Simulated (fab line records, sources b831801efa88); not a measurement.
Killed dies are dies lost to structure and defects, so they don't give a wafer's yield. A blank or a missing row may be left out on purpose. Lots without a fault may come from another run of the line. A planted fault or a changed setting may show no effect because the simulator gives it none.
A struck lot beside a sound one | flow sfq_line | 14 steps out of a route of 325
Sound: wafers L834.3, L834.5, L834.6. Struck: wafers L842.1, L842.2, L842.5. The cause comes at the end.
At each step with rows: each side's tool, then ch and its chambers, then its first start. Under that, the readings that differ: sound wafers | struck wafers | difference of the means | sigmas: that difference in standard deviations of wafers without a fault.
alike: readings whose means differ by less than 2 such deviations, and words and numbers that are the same on both sides. not compared: withheld readings, readings that some wafer has no value for, bounds like >300 that may hide the same value, and numbers for which the record gives no deviation and whose values overlap.
The two part at a step that has a row with sigmas, a row that says differs or no value, or rows on one side only. Numbers that don't overlap but have no deviation are shown without sigmas and don't part them. A reading that every wafer of one side lacks parts them only if that side has two wafers or more.

first, 2 steps without rows for these wafers: SFQ_TRILAYER_I2_VIA_STRIP_SOLV_CLEAN_072 (cleans in NMP, time 600 s); SFQ_TRILAYER_M3_DEP_PRE_CLEAN_074 (time 22.5 s).
SFQ_TRILAYER_M3_DEP_SPUTTER_073: material Nb, target thk 200 nm, time 133.3 s.
  sound on pvd_sputter-05, day 30 00:20; struck on pvd_sputter-03, day 32 20:47
  alike: throttle_valve_pct
SFQ_M3_RS_MEAS_919: measures by four-point-probe.
  sound on film_metro-03, day 30 00:28; struck on film_metro-03, day 32 20:53
  alike: M3_NB_RS
then, 6 steps without rows for these wafers: SFQ_TRILAYER_M3_LITHO_COAT_080 (resist thk 62 nm); SFQ_TRILAYER_M3_LITHO_COAT_075 (resist thk 600 nm); SFQ_TRILAYER_M3_LITHO_SOFTBAKE_079; SFQ_TRILAYER_M3_LITHO_EXPOSE_076 (exposes mask M3, target cd 500 nm); SFQ_TRILAYER_M3_LITHO_PEB_078 (peb time 60 s); SFQ_TRILAYER_M3_LITHO_DEVELOP_077 (time 60 s).
-- the record jumps here: 6 days lie between the struck wafers' starts before and after --
SFQ_M3_OVL_MEAS_921:
  sound on overlay-01, day 36 07:10; struck on overlay-01, day 39 04:44
  alike: M3_OVL
SFQ_TRILAYER_M3_BARC_OPEN_METAL_ETCH_100: etches BARC in O2, target depth 125 nm, time 41.7 s.
  sound on rie_metal-01 ch 0, day 36 07:13; struck on rie_metal-04 ch 0,1, day 39 04:47
  reading                                             | sound             | struck            | difference | sigmas
  oes_product_au (a.u.)                               | 0.680 0.684 0.686 | 0.751 0.745 0.745 | +0.064     | +12
  run_length_s (s)                                    | 70.0 69.6 69.5    | 66.0 65.4 65.0    | -4.2       | -12
  model.KrF_of_TRILAYER_M3_LITHO_COAT_075.thk_nm (nm) | 522.4 519.9 522.5 | 528.2 525.6 530.4 | +6.5       |
  alike: drypump_motor_current_A
  not compared: rf_hours_counter_h
SFQ_TRILAYER_M3_ETCH_METAL_ETCH_078: etches Nb in Cl2/Ar, stops on SiO2, target depth 240 nm, time 120 s.
  sound on rie_metal-01 ch 0, day 36 07:23; struck on rie_metal-04 ch 0,1, day 39 04:50
  reading                                             | sound             | struck            | difference | sigmas
  model.KrF_of_TRILAYER_M3_LITHO_COAT_075.thk_nm (nm) | 379.1 376.5 378.8 | 387.2 385.3 389.7 | +9.3       |
  alike: drypump_motor_current_A, oes_product_au, run_length_s
  not compared: rf_hours_counter_h
SFQ_TRILAYER_M3_STRIP_STRIP_079: strips in O2.
  sound on rie_metal-01 ch 0, day 36 07:57; struck on rie_metal-04 ch 0,1, day 39 04:58
  reading               | sound             | struck            | difference | sigmas
  oes_product_au (a.u.) | 1.008 1.024 1.015 | 0.992 1.005 0.999 | -0.017     | -2
  alike: drypump_motor_current_A
  not compared: rf_hours_counter_h

WHERE THEY PART
First at SFQ_TRILAYER_M3_BARC_OPEN_METAL_ETCH_100; last, within this record, at SFQ_TRILAYER_M3_STRIP_STRIP_079.

WHY: what the simulator had put in
Process parameter drift: rie_metal-04, from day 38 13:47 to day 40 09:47, at SFQ_TRILAYER_M3_BARC_OPEN_METAL_ETCH_100. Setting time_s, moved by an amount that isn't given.
